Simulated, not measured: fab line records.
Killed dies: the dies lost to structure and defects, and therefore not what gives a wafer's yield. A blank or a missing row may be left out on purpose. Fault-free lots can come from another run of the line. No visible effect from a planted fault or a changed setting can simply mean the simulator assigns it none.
What tool caused it? | flow gf180mcu | 42 wafers from 14 lots sampled at 4 of the route's 602 steps

WHAT EACH GAUGE READ, for each wafer
GF_V3_CD_MEAS_14: the cd target is 260 nm.
lot  | measured     | on       | cdNm (nm)
L991 | day 22 07:33 | cdSem-01 | 260.1 260.1 260.2
L992 | day 22 11:31 | cdSem-01 | 259.8 259.7 260.0
L993 | day 22 22:57 | cdSem-02 | 261.0 260.8 260.0
L996 | day 24 09:20 | cdSem-02 | 260.1 260.4 259.8
L997 | day 24 15:54 | cdSem-02 | 260.3 260.5 260.3
L998 | day 25 01:22 | cdSem-01 | 260.6 260.2 260.5
L102 | day 26 15:51 | cdSem-01 | 259.4 258.2 259.4
L104 | day 27 07:17 | cdSem-01 | 260.3 260.7 260.4
L105 | day 27 09:40 | cdSem-02 | 260.7 259.1 260.0
L109 | day 28 12:15 | cdSem-01 | 258.0 258.7 257.7
L110 | day 28 14:31 | cdSem-02 | 261.5 261.2 260.8
L111 | day 28 21:18 | cdSem-02 | 258.6 258.8 257.7
L112 | day 29 00:58 | cdSem-02 | 259.0 257.5 258.3
L114 | day 29 13:58 | cdSem-02 | 260.9 260.3 260.0

GF_V4_THK_MEAS_01.
lot  | measured     | on           | V4_CVD_00_THK (nm)
L991 | day 23 09:05 | filmMetro-01 | 588 604 601
L992 | day 23 12:49 | filmMetro-03 | 596 595 592
L993 | day 24 00:43 | filmMetro-03 | 591 587 583
L996 | day 25 09:41 | filmMetro-04 | 603 594 598
L997 | day 25 16:31 | filmMetro-04 | 588 595 585
L998 | day 26 00:47 | filmMetro-03 | 586 588 583
L102 | day 27 14:23 | filmMetro-01 | 604 599 599
L104 | day 28 05:16 | filmMetro-03 | 595 606 601
L105 | day 28 07:35 | filmMetro-01 | 600 604 603
L109 | day 29 09:53 | filmMetro-04 | 497 497 505
L110 | day 29 12:24 | filmMetro-04 | 599 594 595
L111 | day 29 18:01 | filmMetro-01 | 512 499 510
L112 | day 29 22:13 | filmMetro-03 | 601 603 608
L114 | day 30 11:10 | filmMetro-03 | 599 604 604

WHICH TOOL RAN EACH LOT (tool, then ch and the chambers of the sampled wafers, then the start)
lot  | GF_V3_CMP_04                  | GF_V4_CVD_00
L991 | cmp-01 ch 0,2,3, day 21 07:33 | hdpcvd-01 ch 0,1,2, day 23 08:54
L992 | cmp-02 ch 0,2,3, day 21 11:52 | hdpcvd-02 ch 1,2, day 23 12:44
L993 | cmp-02 ch 0,2,3, day 22 00:10 | hdpcvd-02 ch 0,1,2, day 24 00:39
L996 | cmp-01 ch 0,1, day 23 10:18   | hdpcvd-01 ch 0,2, day 25 09:36
L997 | cmp-01 ch 0,1,3, day 23 17:13 | hdpcvd-02 ch 0,1,2, day 25 16:26
L998 | cmp-02 ch 0,3, day 24 03:20   | hdpcvd-02 ch 1,2, day 26 00:43
L102 | cmp-01 ch 0,1,3, day 25 18:43 | hdpcvd-01 ch 0,1,2, day 27 14:19
L104 | cmp-02 ch 1,3, day 26 10:11   | hdpcvd-01 ch 0,1, day 28 05:10
L105 | cmp-02 ch 0,2,3, day 26 13:23 | hdpcvd-01 ch 1,2, day 28 07:31
L109 | cmp-02 ch 0,2,3, day 27 16:27 | hdpcvd-02 ch 0,1, day 29 09:49
L110 | cmp-01 ch 0,1,3, day 27 18:36 | hdpcvd-01 ch 0,2, day 29 12:19
L111 | cmp-02 ch 0,2,3, day 28 01:06 | hdpcvd-02 ch 0,1,2, day 29 17:57
L112 | cmp-02 ch 1,2,3, day 28 05:19 | hdpcvd-01 ch 1,2, day 29 22:08
L114 | cmp-01 ch 2,3, day 28 18:40   | hdpcvd-01 ch 0,2, day 30 11:05
- GF_V3_CMP_04: polishes SiO2.
- GF_V4_CVD_00: deposits SiO2, target thk 600 nm, time 100 s.

AS READ BY THE TOOLS THEMSELVES (means over the sampled wafers that have a number; for cases with no such wafer, the mark the record gives instead)
GF_V3_CMP_04.
lot  | tool   | motorCurrentA (A) | timeToEndpointS (s)
L991 | cmp-01 | 12.5              | 82
L992 | cmp-02 | 11.4              | 78
L993 | cmp-02 | 11.9              | 83
L996 | cmp-01 | 12.3              | 88
L997 | cmp-01 | 11.9              | 89
L998 | cmp-02 | 13.0              | 85
L102 | cmp-01 | 12.1              | 82
L104 | cmp-02 | 10.6              | 82
L105 | cmp-02 | 11.9              | 82
L109 | cmp-02 | 11.7              | 88
L110 | cmp-01 | 11.8              | 87
L111 | cmp-02 | 11.9              | 81
L112 | cmp-02 | 10.7              | 78
L114 | cmp-01 | 12.2              | 85

THE ANSWER, worked out from the rows above alone
Rule: the usual values come from the lots themselves. The widest of any qualifying gaps counts: lots, ordered by their means at a reading, are off when they make up no more than a third of the lots, leave a main group of 4 or more, and stand apart from it by 3 or more times the standard deviation of that group's means. A main group is skipped when, at the precision printed for the reading in the tables above, its means are all equal. A lot without any number at a reading at which 4 lots or more have one is off too. The other lots that the step has rows for count as sound. Order of review: gauges by route order, followed by the tools' own readings, for which a lot's mean as printed above is used. At the first step where some lot is off, the reading lying furthest off is the one used; lots without a number count as furthest.
Off: at GF_V4_THK_MEAS_01 (V4_CVD_00_THK), L109, L111. Main group: mean 597 nm, sd 6.
If a tool, at a process step before that reading, ran all the lots that are off and no sound lot after the first of them, it fits. Those tools and the gauges at GF_V4_THK_MEAS_01 are tried in the same way. One candidate fits, namely hdpcvd-02 at GF_V4_CVD_00. Its last sound lot is L998 (day 26 00:43), its first lot that is off L109 (day 29 09:49): a fault that began between those two fits.

WHAT HAD BEEN PUT IN BY THE SIMULATOR
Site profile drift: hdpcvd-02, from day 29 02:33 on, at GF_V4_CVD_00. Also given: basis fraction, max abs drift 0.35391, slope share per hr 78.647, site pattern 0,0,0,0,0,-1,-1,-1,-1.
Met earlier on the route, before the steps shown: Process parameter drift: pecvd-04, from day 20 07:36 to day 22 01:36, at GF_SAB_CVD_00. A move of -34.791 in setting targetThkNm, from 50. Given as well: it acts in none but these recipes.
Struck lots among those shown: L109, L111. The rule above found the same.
